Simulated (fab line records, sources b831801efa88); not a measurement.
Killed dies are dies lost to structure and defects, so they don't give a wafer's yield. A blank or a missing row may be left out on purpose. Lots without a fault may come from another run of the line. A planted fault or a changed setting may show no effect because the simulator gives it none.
Which tool did it? | flow sfq_line | 13 lots, 39 wafers sampled, at 3 steps of a route of 325

WHAT THE GAUGES READ, wafer by wafer
The record holds no reading of a measuring or inspecting step that can be judged against a usual standard deviation.

WHICH TOOL RAN EACH LOT (tool, then ch and the chambers of the sampled wafers, then the start)
lot  | SFQ_TRILAYER_I1_CMP_CMP_046   | SFQ_TRILAYER_I1_METRO_MEASURE_047 | SFQ_TRILAYER_I1_VIA_ETCH_VIA_ETCH_052
L933 | cmp-01 ch 0,2,3, day 12 18:49 | film_metro-02, day 12 20:56       | rie_diel-04 ch 2,3, day 17 08:01
L934 | cmp-02 ch 0,1,2, day 13 05:35 | film_metro-03, day 13 08:12       | rie_diel-01 ch 1,3, day 17 18:49
L935 | cmp-02 ch 1,2,3, day 13 22:11 | film_metro-03, day 14 00:43       | rie_diel-04 ch 0,1, day 18 12:49
L936 | cmp-01 ch 0,1,2, day 14 09:58 | film_metro-02, day 14 13:05       | rie_diel-01 ch 0,2,3, day 19 03:01
L937 | cmp-02 ch 0,3, day 14 11:57   | film_metro-03, day 14 15:16       | rie_diel-01 ch 0,2, day 19 06:37
L938 | cmp-01 ch 0,1,3, day 15 00:33 | film_metro-02, day 15 03:40       | rie_diel-02 ch 1,2,3, day 19 19:49
L939 | cmp-02 ch 1,2,3, day 15 08:22 | film_metro-02, day 15 11:41       | rie_diel-02 ch 1,3, day 20 05:25
L940 | cmp-01 ch 2,3, day 15 13:22   | film_metro-01, day 15 16:41       | rie_diel-01 ch 0,2,3, day 20 12:37
L944 | cmp-01 ch 0,1,3, day 16 20:37 | film_metro-01, day 16 23:56       | rie_diel-02 ch 1,2,3, day 21 22:13
L945 | cmp-01 ch 2,3, day 17 03:07   | film_metro-03, day 17 05:56       | rie_diel-01 ch 0,1,2, day 22 03:01
L948 | cmp-02 ch 0,1,3, day 18 03:31 | film_metro-01, day 18 06:20       | rie_diel-01 ch 0,1, day 23 09:34
L950 | cmp-01 ch 0,1,3, day 18 12:43 | film_metro-02, day 18 14:56       | rie_diel-02 ch 1,2,3, day 23 22:46
L954 | cmp-02 ch 1,2,3, day 19 14:13 | film_metro-03, day 19 17:32       | rie_diel-02 ch 2,3, day 25 02:30
- SFQ_TRILAYER_I1_CMP_CMP_046: polishes SiO2.
- SFQ_TRILAYER_I1_METRO_MEASURE_047
- SFQ_TRILAYER_I1_VIA_ETCH_VIA_ETCH_052: etches SiO2 in CHF3, stops on Nb, target depth 260 nm.

WHAT THE TOOLS THEMSELVES READ (means of the sampled wafers that have a number; where no wafer has one, the mark that the record gives instead)
SFQ_TRILAYER_I1_CMP_CMP_046.
lot  | tool   | motor_current_A (A) | time_to_endpoint_s (s)
L933 | cmp-01 | 10.3                | 216
L934 | cmp-02 | 9.9                 | 200
L935 | cmp-02 | 9.7                 | 204
L936 | cmp-01 | 10.1                | 214
L937 | cmp-02 | 10.8                | 193
L938 | cmp-01 | 10.2                | 210
L939 | cmp-02 | 9.9                 | 200
L940 | cmp-01 | 9.9                 | 207
L944 | cmp-01 | 10.0                | 213
L945 | cmp-01 | 9.9                 | 199
L948 | cmp-02 | 10.7                | 201
L950 | cmp-01 | 10.0                | 207
L954 | cmp-02 | 9.7                 | 207

SFQ_TRILAYER_I1_METRO_MEASURE_047.
lot  | tool          | thk_nm (nm)
L933 | film_metro-02 | 199.2
L934 | film_metro-03 | 198.6
L935 | film_metro-03 | 198.2
L936 | film_metro-02 | 199.6
L937 | film_metro-03 | 197.6
L938 | film_metro-02 | 199.4
L939 | film_metro-02 | 198.1
L940 | film_metro-01 | 200.9
L944 | film_metro-01 | 199.4
L945 | film_metro-03 | 200.0
L948 | film_metro-01 | 199.1
L950 | film_metro-02 | 216.7
L954 | film_metro-03 | 199.5

SFQ_TRILAYER_I1_VIA_ETCH_VIA_ETCH_052.
lot  | tool        | drypump_motor_current_A (A) | oes_product_au (a.u.)
L933 | rie_diel-04 | 5.8                         | 0.851
L934 | rie_diel-01 | 5.5                         | 0.848
L935 | rie_diel-04 | 5.2                         | 0.852
L936 | rie_diel-01 | 5.3                         | 0.860
L937 | rie_diel-01 | 5.0                         | 0.853
L938 | rie_diel-02 | 5.9                         | 0.847
L939 | rie_diel-02 | 6.0                         | 0.848
L940 | rie_diel-01 | 5.3                         | 0.859
L944 | rie_diel-02 | 6.0                         | 0.854
L945 | rie_diel-01 | 5.1                         | 0.851
L948 | rie_diel-01 | 5.3                         | 0.850
L950 | rie_diel-02 | 5.9                         | 0.893
L954 | rie_diel-02 | 5.8                         | 0.851

THE ANSWER, worked out from the rows above alone
Rule: what is usual is taken from the lots themselves. Put in order of their means at a reading, lots are off if they are a third of the lots or fewer, leave a main group of 4 or more, and stand apart from it by a gap of 3 or more times the standard deviation of the main group's means; of several such gaps the widest counts. A main group whose means are all the same, to the digits that the tables above print for the reading, isn't used. A lot without any number at a reading at which 4 lots or more have one is off too. The other lots that the step has rows for count as sound. The gauges are gone through in route order, then the tools' own readings, and for those a lot's mean is taken as printed above. The first step at which some lot is off is used, and at that step the reading that is off furthest; a lot without a number counts as furthest.
Off: L950, at SFQ_TRILAYER_I1_METRO_MEASURE_047 (thk_nm). The main group: mean 199.1 nm, standard deviation 0.86.
A tool fits if, at that step or a process step before it, it ran every lot that is off, and no sound lot after the first of them. Can't be told from this: 2 tools fit, cmp-01 at SFQ_TRILAYER_I1_CMP_CMP_046, film_metro-02 at SFQ_TRILAYER_I1_METRO_MEASURE_047.

WHAT THE SIMULATOR HAD PUT IN
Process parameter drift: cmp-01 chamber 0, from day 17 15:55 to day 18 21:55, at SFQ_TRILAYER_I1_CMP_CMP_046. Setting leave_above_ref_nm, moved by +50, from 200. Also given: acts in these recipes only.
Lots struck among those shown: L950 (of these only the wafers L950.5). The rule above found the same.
